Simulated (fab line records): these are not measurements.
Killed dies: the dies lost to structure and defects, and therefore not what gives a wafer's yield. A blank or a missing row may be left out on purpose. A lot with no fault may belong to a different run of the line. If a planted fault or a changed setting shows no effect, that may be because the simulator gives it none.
fab line records :: flow sky130
[record]
  lots = 7
  wafers = 21
  last-day = 51
route steps=708 shown PASSIVATION@689 PAD_OPEN@694
lots with no fault: from the same line, run without faults
start-h: hours from the record's opening day to when the first of the lot's shown wafers began :: wait-h: how many hours have passed since the lot's step before this one :: " as in the row above :: L1.1+2: a single row standing in for several wafers :: - either no value or no given start :: * or withheld: withheld :: < > ~ a bound
route shown NAME@n: NAME is a module with steps in the file, n the number in the route of the first one :: usual: average and standard deviation across the fault-free wafers :: same: alike in all rows :: chamber/n: place in a boat :: sites: per-site readings :: _std_site: their standard deviation :: _edge_site: outer sites' mean less inner sites' :: radius-mm: for every site, how far away it sits from the centre of the wafer :: mask NAME#n: copy n :: behind: the tool/chamber that last shaped the wafer :: hold: reason for holding the lot/hours on hold/outcome of the hold :: device: names the non-switching transistor (n, p or np) :: end of line: tests run on the same wafers once the route is complete :: step lacking rows: just its recipe :: killed: not the wafer's yield, but the dies lost to structure and defects at the first sort :: map: the dies of a wafer, with x for killed, . for not killed, _ for no die there
set.NAME: setting as actually run; set.NAME@STEP: the setting as run at that earlier step :: model.NAME: the simulator's own value behind a step, which no gauge read
a table for each step, a row for each wafer; lots at some steps of the route
services: a tool's chamber out of use, with start hour (start-h, from the record's first day; less than 0 if before it), hours out, and reason
[[steps]]
[step SKY_PASSIVATION_EXPOSE_08]
[recipe]
  mask-id = NSM
  target-cd-nm = 3000
  na = 0.57
  dose-mj = 260
[step SKY_PASSIVATION_PEB_09]
[recipe]
  temp-c = 115
  time-s = withheld
[step SKY_PASSIVATION_DEVELOP_10]
[recipe]
  develop-time-s = 60
  dev-temp-c = 23
[step SKY_PASSIVATION_ETCH_11]
[recipe]
  chemistry = CF4/O2
  target-depth-nm = 725
  stop-on = AlCu
  source-w = 800
  bias-w = 150
  pressure-mtorr = 150
  cf4-flow-sccm = 80
  O2_flow_sccm = 10
  time-s = 161.1
[usual]
  O2_flow_sccm = 10.002/0.03
  bias-w = 150.0/0.43
  drypump-motor-current-A = 5.6/0.38
  oes-product-au = 0.977/0.0068
  throttle-valve-pct = 5.963/0.0087
[same]
  time-s = 161.1
lot.wafer: L940.2
tool: rie-diel-04
chamber: 3
start-h: 1103.93
wait-h: -
O2_flow_sccm: 10.034
bias-w: 150.2
drypump-motor-current-A: 4.7
oes-product-au: 0.970
rf-hours-counter-h: 9
throttle-valve-pct: 5.952

lot.wafer: L940.4
tool: rie-diel-04
chamber: 2
start-h: 1103.93
wait-h: -
O2_flow_sccm: 9.988
bias-w: 149.9
drypump-motor-current-A: 5.6
oes-product-au: 0.965
rf-hours-counter-h: 22
throttle-valve-pct: 5.948

lot.wafer: L940.6
tool: rie-diel-04
chamber: 0
start-h: 1103.93
wait-h: -
O2_flow_sccm: 10.005
bias-w: 150.0
drypump-motor-current-A: 5.7
oes-product-au: 0.966
rf-hours-counter-h: -
throttle-valve-pct: 5.973

lot.wafer: L941.2
tool: rie-diel-04
chamber: 1
start-h: 1116.13
wait-h: -
O2_flow_sccm: 9.976
bias-w: 150.3
drypump-motor-current-A: 5.7
oes-product-au: 0.985
rf-hours-counter-h: 19
throttle-valve-pct: 5.956

lot.wafer: L941.4
tool: rie-diel-04
chamber: 2
start-h: 1116.13
wait-h: -
O2_flow_sccm: 9.965
bias-w: 149.9
drypump-motor-current-A: 5.6
oes-product-au: 0.971
rf-hours-counter-h: -
throttle-valve-pct: 5.987

lot.wafer: L941.6
tool: rie-diel-04
chamber: 1
start-h: 1116.13
wait-h: -
O2_flow_sccm: 10.011
bias-w: 149.9
drypump-motor-current-A: 5.7
oes-product-au: 0.979
rf-hours-counter-h: -
throttle-valve-pct: 5.974

lot.wafer: L943.2
tool: rie-diel-04
chamber: 3
start-h: 1130.38
wait-h: -
O2_flow_sccm: 10.011
bias-w: 149.9
drypump-motor-current-A: 4.7
oes-product-au: 0.969
rf-hours-counter-h: 9
throttle-valve-pct: 5.968

lot.wafer: L943.4
tool: rie-diel-04
chamber: 0
start-h: 1130.38
wait-h: -
O2_flow_sccm: 9.966
bias-w: 149.7
drypump-motor-current-A: 5.7
oes-product-au: 0.979
rf-hours-counter-h: 18
throttle-valve-pct: 5.954

lot.wafer: L943.5
tool: rie-diel-04
chamber: 2
start-h: 1130.38
wait-h: -
O2_flow_sccm: 10.025
bias-w: 150.0
drypump-motor-current-A: 5.6
oes-product-au: 0.974
rf-hours-counter-h: -
throttle-valve-pct: 5.970

lot.wafer: L942.3
tool: rie-diel-02
chamber: 1
start-h: 1130.62
wait-h: -
O2_flow_sccm: 10.013
bias-w: 150.3
drypump-motor-current-A: 5.9
oes-product-au: 0.972
rf-hours-counter-h: 8
throttle-valve-pct: 5.953

lot.wafer: L942.5
tool: rie-diel-02
chamber: 2
start-h: 1130.62
wait-h: -
O2_flow_sccm: 10.000
bias-w: 150.4
drypump-motor-current-A: 5.8
oes-product-au: 0.985
rf-hours-counter-h: -
throttle-valve-pct: 5.963

lot.wafer: L942.6
tool: rie-diel-02
chamber: 1
start-h: 1130.62
wait-h: -
O2_flow_sccm: 10.000
bias-w: 150.2
drypump-motor-current-A: 5.9
oes-product-au: 0.980
rf-hours-counter-h: -
throttle-valve-pct: 5.951

lot.wafer: L948.1
tool: rie-diel-04
chamber: 1
start-h: 1160.38
wait-h: -
O2_flow_sccm: 10.011
bias-w: 149.9
drypump-motor-current-A: 5.7
oes-product-au: 0.983
rf-hours-counter-h: 21
throttle-valve-pct: 5.963

lot.wafer: L948.4
tool: rie-diel-04
chamber: 0
start-h: 1160.38
wait-h: -
O2_flow_sccm: 10.061
bias-w: 150.1
drypump-motor-current-A: 5.7
oes-product-au: 0.985
rf-hours-counter-h: 18
throttle-valve-pct: 5.958

lot.wafer: L948.6
tool: rie-diel-04
chamber: 2
start-h: 1160.38
wait-h: -
O2_flow_sccm: 9.981
bias-w: 149.6
drypump-motor-current-A: 5.7
oes-product-au: 0.983
rf-hours-counter-h: -
throttle-valve-pct: 5.955

lot.wafer: L950.1
tool: rie-diel-04
chamber: 2
start-h: 1162.68
wait-h: -
O2_flow_sccm: 10.007
bias-w: 149.7
drypump-motor-current-A: 5.6
oes-product-au: 0.969
rf-hours-counter-h: 25
throttle-valve-pct: 5.963

lot.wafer: L950.4
tool: rie-diel-04
chamber: 0
start-h: 1162.68
wait-h: -
O2_flow_sccm: 9.988
bias-w: 149.7
drypump-motor-current-A: 5.7
oes-product-au: 0.986
rf-hours-counter-h: 18
throttle-valve-pct: 5.955

lot.wafer: L950.5
tool: rie-diel-04
chamber: 1
start-h: 1162.68
wait-h: -
O2_flow_sccm: 10.014
bias-w: 148.9
drypump-motor-current-A: 5.7
oes-product-au: 0.991
rf-hours-counter-h: -
throttle-valve-pct: 5.966

lot.wafer: L953.3
tool: rie-diel-03
chamber: 3
start-h: 1208.33
wait-h: -
O2_flow_sccm: 10.013
bias-w: 149.7
drypump-motor-current-A: 5.2
oes-product-au: 0.984
rf-hours-counter-h: 22
throttle-valve-pct: 5.957

lot.wafer: L953.4
tool: rie-diel-03
chamber: 2
start-h: 1208.33
wait-h: -
O2_flow_sccm: 9.982
bias-w: 150.2
drypump-motor-current-A: 5.5
oes-product-au: 0.980
rf-hours-counter-h: 27
throttle-valve-pct: 5.951

lot.wafer: L953.5
tool: rie-diel-03
chamber: 1
start-h: 1208.33
wait-h: -
O2_flow_sccm: 9.996
bias-w: 149.4
drypump-motor-current-A: 5.1
oes-product-au: 0.987
rf-hours-counter-h: -
throttle-valve-pct: 5.971
[step SKY_PASSIVATION_STRIP_12]
[recipe]
  chemistry = O2/N2
  power-w = 1400
  pressure-mtorr = 1500
  platen-temp-c = withheld
  overash-fraction = 0.7
  o2-flow-sccm = 3000
  n2-flow-sccm = 300
[usual]
  drypump-motor-current-A = 5.8/0.44
  oes-product-au = 0.660/0.0045
  strip-time-to-endpoint-s = 31.53/0.13
lot.wafer: L940.2
tool: plasma-asher-04
chamber: 0
start-h: 1104.04
wait-h: 0.1
drypump-motor-current-A: 5.0
oes-product-au: 0.673
rf-hours-counter-h: 99
strip-time-to-endpoint-s: 31.44

lot.wafer: L940.4
tool: plasma-asher-04
chamber: 1
start-h: 1104.04
wait-h: 0.1
drypump-motor-current-A: 5.6
oes-product-au: 0.661
rf-hours-counter-h: -
strip-time-to-endpoint-s: 31.54

lot.wafer: L940.6
tool: plasma-asher-04
chamber: 1
start-h: 1104.04
wait-h: 0.1
drypump-motor-current-A: 5.6
oes-product-au: 0.655
rf-hours-counter-h: -
strip-time-to-endpoint-s: 31.45

lot.wafer: L941.2
tool: plasma-asher-01
chamber: 0
start-h: 1116.24
wait-h: 0.1
drypump-motor-current-A: 6.3
oes-product-au: 0.660
rf-hours-counter-h: 67
strip-time-to-endpoint-s: 31.30

lot.wafer: L941.4
tool: plasma-asher-01
chamber: 1
start-h: 1116.24
wait-h: 0.1
drypump-motor-current-A: 5.6
oes-product-au: 0.660
rf-hours-counter-h: -
strip-time-to-endpoint-s: 31.37

lot.wafer: L941.6
tool: plasma-asher-01
chamber: 0
start-h: 1116.24
wait-h: 0.1
drypump-motor-current-A: 6.3
oes-product-au: 0.657
rf-hours-counter-h: -
strip-time-to-endpoint-s: 31.48

lot.wafer: L943.2
tool: plasma-asher-02
chamber: 1
start-h: 1130.49
wait-h: 0.1
drypump-motor-current-A: 6.2
oes-product-au: 0.657
rf-hours-counter-h: 5
strip-time-to-endpoint-s: 31.72

lot.wafer: L943.4
tool: plasma-asher-02
chamber: 0
start-h: 1130.49
wait-h: 0.1
drypump-motor-current-A: 6.1
oes-product-au: 0.665
rf-hours-counter-h: -
strip-time-to-endpoint-s: 31.64

lot.wafer: L943.5
tool: plasma-asher-02
chamber: 0
start-h: 1130.49
wait-h: 0.1
drypump-motor-current-A: 6.1
oes-product-au: 0.656
rf-hours-counter-h: -
strip-time-to-endpoint-s: 31.66

lot.wafer: L942.3
tool: plasma-asher-01
chamber: 1
start-h: 1130.76
wait-h: 0.1
drypump-motor-current-A: 5.6
oes-product-au: 0.668
rf-hours-counter-h: -
strip-time-to-endpoint-s: 31.70

lot.wafer: L942.5
tool: plasma-asher-01
chamber: 1
start-h: 1130.76
wait-h: 0.1
drypump-motor-current-A: 5.6
oes-product-au: 0.653
rf-hours-counter-h: -
strip-time-to-endpoint-s: 31.67

lot.wafer: L942.6
tool: plasma-asher-01
chamber: 0
start-h: 1130.76
wait-h: 0.1
drypump-motor-current-A: 6.3
oes-product-au: 0.661
rf-hours-counter-h: -
strip-time-to-endpoint-s: 31.62

lot.wafer: L948.1
tool: plasma-asher-04
chamber: 1
start-h: 1160.49
wait-h: 0.1
drypump-motor-current-A: 5.6
oes-product-au: 0.666
rf-hours-counter-h: 104
strip-time-to-endpoint-s: 31.55

lot.wafer: L948.4
tool: plasma-asher-04
chamber: 0
start-h: 1160.49
wait-h: 0.1
drypump-motor-current-A: 5.0
oes-product-au: 0.664
rf-hours-counter-h: -
strip-time-to-endpoint-s: 31.71

lot.wafer: L948.6
tool: plasma-asher-04
chamber: 0
start-h: 1160.49
wait-h: 0.1
drypump-motor-current-A: 5.0
oes-product-au: 0.653
rf-hours-counter-h: -
strip-time-to-endpoint-s: 31.56

lot.wafer: L950.1
tool: plasma-asher-01
chamber: 1
start-h: 1162.79
wait-h: 0.1
drypump-motor-current-A: 5.6
oes-product-au: 0.658
rf-hours-counter-h: 72
strip-time-to-endpoint-s: 31.58

lot.wafer: L950.4
tool: plasma-asher-01
chamber: 0
start-h: 1162.79
wait-h: 0.1
drypump-motor-current-A: 6.2
oes-product-au: 0.664
rf-hours-counter-h: -
strip-time-to-endpoint-s: 31.62

lot.wafer: L950.5
tool: plasma-asher-01
chamber: 1
start-h: 1162.79
wait-h: 0.1
drypump-motor-current-A: 5.6
oes-product-au: 0.654
rf-hours-counter-h: -
strip-time-to-endpoint-s: 31.64

lot.wafer: L953.3
tool: plasma-asher-02
chamber: 1
start-h: 1208.47
wait-h: 0.1
drypump-motor-current-A: 6.3
oes-product-au: 0.662
rf-hours-counter-h: -
strip-time-to-endpoint-s: 31.47

lot.wafer: L953.4
tool: plasma-asher-02
chamber: 0
start-h: 1208.47
wait-h: 0.1
drypump-motor-current-A: 6.1
oes-product-au: 0.655
rf-hours-counter-h: -
strip-time-to-endpoint-s: 31.62

lot.wafer: L953.5
tool: plasma-asher-02
chamber: 1
start-h: 1208.47
wait-h: 0.1
drypump-motor-current-A: 6.2
oes-product-au: 0.661
rf-hours-counter-h: -
strip-time-to-endpoint-s: 31.37
[step SKY_PAD_OPEN_DEHYDRATE_00]
[recipe]
  temp-c = 200
  time-s = 60
[step SKY_PAD_OPEN_HMDS_01]
[recipe]
  prime-time-s = 60
  prime-temp-c = 120
[step SKY_PAD_OPEN_COAT_02]
[recipe]
  spin-rpm = 2000
  resist-thk-nm = 2966
[step SKY_PAD_OPEN_SOFTBAKE_03]
[recipe]
  temp-c = 110
  time-s = withheld
[step SKY_PAD_OPEN_EXPOSE_04]
[recipe]
  mask-id = PDM
  target-cd-nm = 60000
  na = 0.57
  dose-mj = 260
[step SKY_PAD_OPEN_PEB_05]
[recipe]
  temp-c = 115
  time-s = withheld
[step SKY_PAD_OPEN_DEVELOP_06]
[recipe]
  develop-time-s = 60
  dev-temp-c = 23
[step SKY_PAD_OPEN_ETCH_07]
[recipe]
  chemistry = CF4/O2
  target-depth-nm = 725
  stop-on = AlCu
  source-w = 800
  bias-w = 150
  pressure-mtorr = 150
  cf4-flow-sccm = 80
  O2_flow_sccm = 10
  time-s = 161.1
[usual]
  O2_flow_sccm = 9.999/0.03
  bias-w = 150.0/0.4
  drypump-motor-current-A = 5.6/0.47
  oes-product-au = 0.977/0.0068
  throttle-valve-pct = 5.964/0.0097
  time-s = 161.1/0
lot.wafer: L940.2
tool: rie-diel-01
chamber: 2
start-h: 1124.62
wait-h: -
O2_flow_sccm: -
bias-w: -
drypump-motor-current-A: -
oes-product-au: -
rf-hours-counter-h: -
throttle-valve-pct: -
time-s: -

lot.wafer: L940.4
tool: rie-diel-01
chamber: 1
start-h: 1124.62
wait-h: -
O2_flow_sccm: -
bias-w: -
drypump-motor-current-A: -
oes-product-au: -
rf-hours-counter-h: -
throttle-valve-pct: -
time-s: -

lot.wafer: L940.6
tool: rie-diel-01
chamber: 1
start-h: 1124.62
wait-h: -
O2_flow_sccm: -
bias-w: -
drypump-motor-current-A: -
oes-product-au: -
rf-hours-counter-h: -
throttle-valve-pct: -
time-s: -

lot.wafer: L941.2
tool: rie-diel-04
chamber: 3
start-h: 1134.32
wait-h: -
O2_flow_sccm: -
bias-w: -
drypump-motor-current-A: -
oes-product-au: -
rf-hours-counter-h: -
throttle-valve-pct: -
time-s: -

lot.wafer: L941.4
tool: rie-diel-04
chamber: 2
start-h: 1134.32
wait-h: -
O2_flow_sccm: -
bias-w: -
drypump-motor-current-A: -
oes-product-au: -
rf-hours-counter-h: -
throttle-valve-pct: -
time-s: -

lot.wafer: L941.6
tool: rie-diel-04
chamber: 2
start-h: 1134.32
wait-h: -
O2_flow_sccm: -
bias-w: -
drypump-motor-current-A: -
oes-product-au: -
rf-hours-counter-h: -
throttle-valve-pct: -
time-s: -

lot.wafer: L943.2
tool: rie-diel-03
chamber: 2
start-h: 1148.22
wait-h: -
O2_flow_sccm: 10.020
bias-w: 149.9
drypump-motor-current-A: 5.5
oes-product-au: 0.963
rf-hours-counter-h: 24
throttle-valve-pct: 5.959
time-s: 161.1

lot.wafer: L943.4
tool: rie-diel-03
chamber: 1
start-h: 1148.22
wait-h: -
O2_flow_sccm: 10.033
bias-w: 150.4
drypump-motor-current-A: 5.1
oes-product-au: 0.979
rf-hours-counter-h: -
throttle-valve-pct: 5.972
time-s: 161.1

lot.wafer: L943.5
tool: rie-diel-03
chamber: 2
start-h: 1148.22
wait-h: -
O2_flow_sccm: 10.022
bias-w: 150.4
drypump-motor-current-A: 5.5
oes-product-au: 0.969
rf-hours-counter-h: -
throttle-valve-pct: 5.962
time-s: 161.1

lot.wafer: L942.3
tool: rie-diel-01
chamber: 0
start-h: 1149.42
wait-h: -
O2_flow_sccm: -
bias-w: -
drypump-motor-current-A: -
oes-product-au: -
rf-hours-counter-h: -
throttle-valve-pct: -
time-s: -

lot.wafer: L942.5
tool: rie-diel-01
chamber: 0
start-h: 1149.42
wait-h: -
O2_flow_sccm: -
bias-w: -
drypump-motor-current-A: -
oes-product-au: -
rf-hours-counter-h: -
throttle-valve-pct: -
time-s: -

lot.wafer: L942.6
tool: rie-diel-01
chamber: 1
start-h: 1149.42
wait-h: -
O2_flow_sccm: -
bias-w: -
drypump-motor-current-A: -
oes-product-au: -
rf-hours-counter-h: -
throttle-valve-pct: -
time-s: -

lot.wafer: L948.1
tool: rie-diel-03
chamber: 1
start-h: 1177.52
wait-h: -
O2_flow_sccm: 10.006
bias-w: 150.2
drypump-motor-current-A: 5.0
oes-product-au: 0.972
rf-hours-counter-h: 17
throttle-valve-pct: 5.969
time-s: 161.1

lot.wafer: L948.4
tool: rie-diel-03
chamber: 3
start-h: 1177.52
wait-h: -
O2_flow_sccm: 10.035
bias-w: 149.6
drypump-motor-current-A: 5.2
oes-product-au: 0.982
rf-hours-counter-h: 21
throttle-valve-pct: 5.966
time-s: 161.1

lot.wafer: L948.6
tool: rie-diel-03
chamber: 2
start-h: 1177.52
wait-h: -
O2_flow_sccm: 10.019
bias-w: 149.5
drypump-motor-current-A: 5.5
oes-product-au: 0.981
rf-hours-counter-h: -
throttle-valve-pct: 5.964
time-s: 161.1

lot.wafer: L950.1
tool: rie-diel-04
chamber: 3
start-h: 1180.02
wait-h: -
O2_flow_sccm: 9.954
bias-w: 150.0
drypump-motor-current-A: 4.7
oes-product-au: 0.981
rf-hours-counter-h: 11
throttle-valve-pct: 5.963
time-s: 161.1

lot.wafer: L950.4
tool: rie-diel-04
chamber: 1
start-h: 1180.02
wait-h: -
O2_flow_sccm: 9.975
bias-w: 150.3
drypump-motor-current-A: 5.8
oes-product-au: 0.981
rf-hours-counter-h: 22
throttle-valve-pct: 5.960
time-s: 161.1

lot.wafer: L950.5
tool: rie-diel-04
chamber: 3
start-h: 1180.02
wait-h: -
O2_flow_sccm: 10.036
bias-w: 150.4
drypump-motor-current-A: 4.7
oes-product-au: 0.980
rf-hours-counter-h: -
throttle-valve-pct: 5.948
time-s: 161.1

lot.wafer: L953.3
tool: rie-diel-01
chamber: 1
start-h: 1223.42
wait-h: -
O2_flow_sccm: 10.022
bias-w: 149.6
drypump-motor-current-A: 6.4
oes-product-au: 0.985
rf-hours-counter-h: 21
throttle-valve-pct: 5.975
time-s: 161.1

lot.wafer: L953.4
tool: rie-diel-01
chamber: 2
start-h: 1223.42
wait-h: -
O2_flow_sccm: 10.013
bias-w: 150.0
drypump-motor-current-A: 6.4
oes-product-au: 0.987
rf-hours-counter-h: 7
throttle-valve-pct: 5.968
time-s: 161.1

lot.wafer: L953.5
tool: rie-diel-01
chamber: 0
start-h: 1223.42
wait-h: -
O2_flow_sccm: 9.934
bias-w: 149.7
drypump-motor-current-A: 5.4
oes-product-au: 0.987
rf-hours-counter-h: -
throttle-valve-pct: 5.970
time-s: 161.1
[step SKY_PAD_OPEN_STRIP_08]
[recipe]
  chemistry = O2/N2
  power-w = 1400
  pressure-mtorr = 1500
  platen-temp-c = withheld
  overash-fraction = 0.7
  o2-flow-sccm = 3000
  n2-flow-sccm = 300
[usual]
  drypump-motor-current-A = 5.8/0.48
  oes-product-au = 0.662/0.0048
  strip-time-to-endpoint-s = 36.66/0.1
lot.wafer: L940.2
tool: plasma-asher-02
chamber: 0
start-h: 1124.72
wait-h: 0.1
drypump-motor-current-A: 6.0
oes-product-au: 0.665
rf-hours-counter-h: 4
strip-time-to-endpoint-s: 36.64

lot.wafer: L940.4
tool: plasma-asher-02
chamber: 1
start-h: 1124.72
wait-h: 0.1
drypump-motor-current-A: 6.3
oes-product-au: 0.668
rf-hours-counter-h: -
strip-time-to-endpoint-s: 36.55

lot.wafer: L940.6
tool: plasma-asher-02
chamber: 0
start-h: 1124.72
wait-h: 0.1
drypump-motor-current-A: 6.1
oes-product-au: 0.656
rf-hours-counter-h: -
strip-time-to-endpoint-s: 36.63

lot.wafer: L941.2
tool: plasma-asher-03
chamber: 0
start-h: 1134.42
wait-h: 0.1
drypump-motor-current-A: 5.5
oes-product-au: 0.672
rf-hours-counter-h: 38
strip-time-to-endpoint-s: 36.44

lot.wafer: L941.4
tool: plasma-asher-03
chamber: 0
start-h: 1134.42
wait-h: 0.1
drypump-motor-current-A: 5.4
oes-product-au: 0.665
rf-hours-counter-h: -
strip-time-to-endpoint-s: 36.41

lot.wafer: L941.6
tool: plasma-asher-03
chamber: 0
start-h: 1134.42
wait-h: 0.1
drypump-motor-current-A: 5.5
oes-product-au: 0.667
rf-hours-counter-h: -
strip-time-to-endpoint-s: 36.44

lot.wafer: L943.2
tool: plasma-asher-03
chamber: 1
start-h: 1148.32
wait-h: 0.1
drypump-motor-current-A: 6.4
oes-product-au: 0.664
rf-hours-counter-h: 40
strip-time-to-endpoint-s: 36.67

lot.wafer: L943.4
tool: plasma-asher-03
chamber: 1
start-h: 1148.32
wait-h: 0.1
drypump-motor-current-A: 6.5
oes-product-au: 0.665
rf-hours-counter-h: -
strip-time-to-endpoint-s: 36.59

lot.wafer: L943.5
tool: plasma-asher-03
chamber: 1
start-h: 1148.32
wait-h: 0.1
drypump-motor-current-A: 6.4
oes-product-au: 0.654
rf-hours-counter-h: -
strip-time-to-endpoint-s: 36.55

lot.wafer: L942.3
tool: plasma-asher-03
chamber: 0
start-h: 1149.56
wait-h: 0.1
drypump-motor-current-A: 5.5
oes-product-au: 0.660
rf-hours-counter-h: -
strip-time-to-endpoint-s: 36.43

lot.wafer: L942.5
tool: plasma-asher-03
chamber: 1
start-h: 1149.56
wait-h: 0.1
drypump-motor-current-A: 6.5
oes-product-au: 0.666
rf-hours-counter-h: -
strip-time-to-endpoint-s: 36.43

lot.wafer: L942.6
tool: plasma-asher-03
chamber: 0
start-h: 1149.56
wait-h: 0.1
drypump-motor-current-A: 5.5
oes-product-au: 0.656
rf-hours-counter-h: -
strip-time-to-endpoint-s: 36.50

lot.wafer: L948.1
tool: plasma-asher-04
chamber: 1
start-h: 1177.62
wait-h: 0.1
drypump-motor-current-A: 5.6
oes-product-au: 0.667
rf-hours-counter-h: 106
strip-time-to-endpoint-s: 36.79

lot.wafer: L948.4
tool: plasma-asher-04
chamber: 0
start-h: 1177.62
wait-h: 0.1
drypump-motor-current-A: 5.1
oes-product-au: 0.663
rf-hours-counter-h: -
strip-time-to-endpoint-s: 36.62

lot.wafer: L948.6
tool: plasma-asher-04
chamber: 1
start-h: 1177.62
wait-h: 0.1
drypump-motor-current-A: 5.6
oes-product-au: 0.669
rf-hours-counter-h: -
strip-time-to-endpoint-s: 36.76

lot.wafer: L950.1
tool: plasma-asher-04
chamber: 0
start-h: 1180.12
wait-h: 0.1
drypump-motor-current-A: 5.1
oes-product-au: 0.661
rf-hours-counter-h: 106
strip-time-to-endpoint-s: 36.71

lot.wafer: L950.4
tool: plasma-asher-04
chamber: 1
start-h: 1180.12
wait-h: 0.1
drypump-motor-current-A: 5.6
oes-product-au: 0.667
rf-hours-counter-h: -
strip-time-to-endpoint-s: 36.64

lot.wafer: L950.5
tool: plasma-asher-04
chamber: 1
start-h: 1180.12
wait-h: 0.1
drypump-motor-current-A: 5.6
oes-product-au: 0.653
rf-hours-counter-h: -
strip-time-to-endpoint-s: 36.64

lot.wafer: L953.3
tool: plasma-asher-02
chamber: 0
start-h: 1223.56
wait-h: 0.1
drypump-motor-current-A: 6.1
oes-product-au: 0.661
rf-hours-counter-h: -
strip-time-to-endpoint-s: 36.79

lot.wafer: L953.4
tool: plasma-asher-02
chamber: 1
start-h: 1223.56
wait-h: 0.1
drypump-motor-current-A: 6.2
oes-product-au: 0.658
rf-hours-counter-h: -
strip-time-to-endpoint-s: 36.77

lot.wafer: L953.5
tool: plasma-asher-02
chamber: 0
start-h: 1223.56
wait-h: 0.1
drypump-motor-current-A: 6.1
oes-product-au: 0.667
rf-hours-counter-h: -
strip-time-to-endpoint-s: 36.65
[[services]]
tool: rie-diel-03
chamber: 3
start-h: 1085.24
hours: 10.0
kind: repair

tool: rie-diel-02
chamber: 0
start-h: 1090.73
hours: 11.2
kind: repair

tool: plasma-asher-01
chamber: -
start-h: 1091.74
hours: 1.8
kind: repair

tool: rie-diel-03
chamber: -
start-h: 1094.25
hours: 14.6
kind: pm

tool: plasma-asher-01
chamber: -
start-h: 1108.89
hours: 2.8
kind: pm

tool: rie-diel-04
chamber: 3
start-h: 1112.92
hours: 9.6
kind: repair

tool: rie-diel-02
chamber: 3
start-h: 1115.70
hours: 2.8
kind: repair

tool: rie-diel-04
chamber: 3
start-h: 1124.31
hours: 5.6
kind: repair

tool: rie-diel-01
chamber: 2
start-h: 1139.96
hours: 45.6
kind: repair

tool: rie-diel-03
chamber: 0
start-h: 1144.17
hours: 9.6
kind: repair

tool: rie-diel-01
chamber: 3
start-h: 1149.26
hours: 6.2
kind: repair

tool: rie-diel-01
chamber: 1
start-h: 1154.00
hours: 1.8
kind: repair

tool: rie-diel-03
chamber: 0
start-h: 1156.58
hours: 11.0
kind: repair

tool: rie-diel-01
chamber: 3
start-h: 1177.03
hours: 2.9
kind: repair

tool: rie-diel-01
chamber: 0
start-h: 1186.59
hours: 3.4
kind: repair

tool: rie-diel-02
chamber: 3
start-h: 1197.33
hours: 6.6
kind: repair

tool: rie-diel-04
chamber: 3
start-h: 1209.08
hours: 13.6
kind: repair

tool: rie-diel-02
chamber: -
start-h: 1211.97
hours: 0.1
kind: repair

tool: rie-diel-03
chamber: 2
start-h: 1220.42
hours: 3.5
kind: repair
[[key]]
[first-sign]
  step = SKY_PAD_OPEN_ETCH_07
  reading = tool-record
  direction = missing
effect none on later readings
[model-effect]
  step = SKY_PAD_OPEN_PROBE_99
  value = etest.pfet_16v.under-floor
  without = 0
  struck = 1
met-at SKY_PAD_OPEN_ETCH_07
struck-wafers L940.2,L940.4,L940.6,L941.2,L941.4,L941.6,L942.3,L942.5,L942.6
later-rows-left-out L940.2,L940.4,L940.6,L941.2,L941.4,L941.6,L942.3,L942.5,L942.6
sort-left-out L940.2,L940.4,L940.6,L941.2,L941.4,L941.6,L942.3,L942.5,L942.6
[fault]
  kind = skipped-step-whole
  tool = rie-diel-01,rie-diel-04
  chamber = -
  onset-h = 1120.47
  steps = SKY_PAD_OPEN_ETCH_07
  scope = struck-lots-only
// sort-left-out: the simulated sort isn't trusted on such a fault, so these wafers' sort isn't shown, and their yield isn't known
// later-rows-left-out: the simulator's readings of these wafers behind a module that went badly wrong aren't trusted and aren't shown, but for the sort
